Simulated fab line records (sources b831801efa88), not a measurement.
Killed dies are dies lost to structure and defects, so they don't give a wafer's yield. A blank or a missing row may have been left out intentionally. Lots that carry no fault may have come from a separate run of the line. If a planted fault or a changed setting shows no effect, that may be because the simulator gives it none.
Which of the tools did it? | flow gf180mcu | Sampling: 14 lots, 42 wafers, 2 of 602 route steps

== WHAT THE GAUGES SHOWED, per wafer ==
GF_V2_OVL_MEAS_15.
lot  | measured     | on         | V2_OVL (nm)
L341 | day 22 10:37 | overlay-02 | 0 1 -1
L342 | day 22 23:16 | overlay-02 | -3 -6 -1
L343 | day 23 03:19 | overlay-02 | 11 5 11
L344 | day 23 15:56 | overlay-01 | 2 -1 1
L345 | day 24 03:11 | overlay-01 | -6 -1 3
L347 | day 24 16:13 | overlay-01 | -9 -1 -6
L349 | day 25 06:55 | overlay-02 | 9 5 6
L351 | day 25 19:05 | overlay-01 | 2 1 4
L352 | day 26 00:56 | overlay-02 | - - -
L353 | day 26 13:02 | overlay-02 | - - -
L357 | day 27 14:53 | overlay-02 | 0 0 -6
L362 | day 28 21:19 | overlay-01 | 4 -1 2
L363 | day 29 04:53 | overlay-02 | 4 -1 -6
L364 | day 29 05:50 | overlay-02 | -3 9 9

== WHAT TOOL EACH LOT RAN ON (gives the tool, then ch and the chambers of the sampled wafers, and finally the start) ==
lot  | GF_V2_PEB_12
L341 | litho_track-02 ch 0, day 22 10:09
L342 | litho_track-01 ch 0, day 22 22:48
L343 | litho_track-01 ch 0, day 23 02:51
L344 | litho_track-04 ch 0, day 23 15:30
L345 | litho_track-02 ch 0, day 24 02:44
L347 | litho_track-02 ch 0, day 24 15:45
L349 | litho_track-01 ch 0, day 25 06:27
L351 | litho_track-04 ch 0, day 25 18:37
L352 | litho_track-02, day 26 00:31
L353 | litho_track-02, day 26 12:35
L357 | litho_track-01 ch 0, day 27 14:26
L362 | litho_track-02 ch 0, day 28 20:53
L363 | litho_track-01 ch 0, day 29 04:30
L364 | litho_track-01 ch 0, day 29 05:25
- GF_V2_PEB_12: peb time 90 s.

== AS READ BY THE TOOLS THEMSELVES (means over the sampled wafers that have a number; for cases with no such wafer, the mark the record gives instead) ==
GF_V2_PEB_12.
lot  | tool           | chill_plate_temp_C (C) | exhaust_pa (Pa)
L341 | litho_track-02 | 22.98                  | 46.4
L342 | litho_track-01 | 23.21                  | 45.4
L343 | litho_track-01 | 23.15                  | 45.5
L344 | litho_track-04 | 23.00                  | 45.2
L345 | litho_track-02 | 22.98                  | 44.9
L347 | litho_track-02 | 22.96                  | 46.0
L349 | litho_track-01 | 22.99                  | 45.8
L351 | litho_track-04 | 22.99                  | 44.6
L352 | litho_track-02 | -                      | -
L353 | litho_track-02 | -                      | -
L357 | litho_track-01 | 22.88                  | 45.5
L362 | litho_track-02 | 22.95                  | 45.3
L363 | litho_track-01 | 23.03                  | 44.4
L364 | litho_track-01 | 23.02                  | 43.4

== THE ANSWER, worked out from the rows above alone ==
Rule: what is usual is taken from the lots themselves. Put in order of their means at a reading, lots are off if they are a third of the lots or fewer, leave a main group of 4 or more, and stand apart from it by a gap of 3 or more times the standard deviation of the main group's means; of several such gaps the widest counts. A main group whose means are all the same, to the digits that the tables above print for the reading, isn't used. A lot without any number at a reading at which 4 lots or more have one is off too. The other lots that the step has rows for count as sound. First the gauges in route order, then the tools' own readings, where a lot's mean is used as printed above. At the first step where some lot is off, the reading lying furthest off is the one used; lots without a number count as furthest.
Off: L352, L353, at GF_V2_OVL_MEAS_15 (V2_OVL). Without a number there: L352, L353. For the main group the mean is 1 nm and the standard deviation 4.
A tool fits if, at a process step before that reading, it ran every lot that is off, and no sound lot after the first of them. The gauges at GF_V2_OVL_MEAS_15 aren't tried: what is off there is off at GF_V2_PEB_12 too, on other tools, and a gauge's error can't cause that. None of those tried fits.

== WHAT THE SIMULATOR HAD INSERTED ==
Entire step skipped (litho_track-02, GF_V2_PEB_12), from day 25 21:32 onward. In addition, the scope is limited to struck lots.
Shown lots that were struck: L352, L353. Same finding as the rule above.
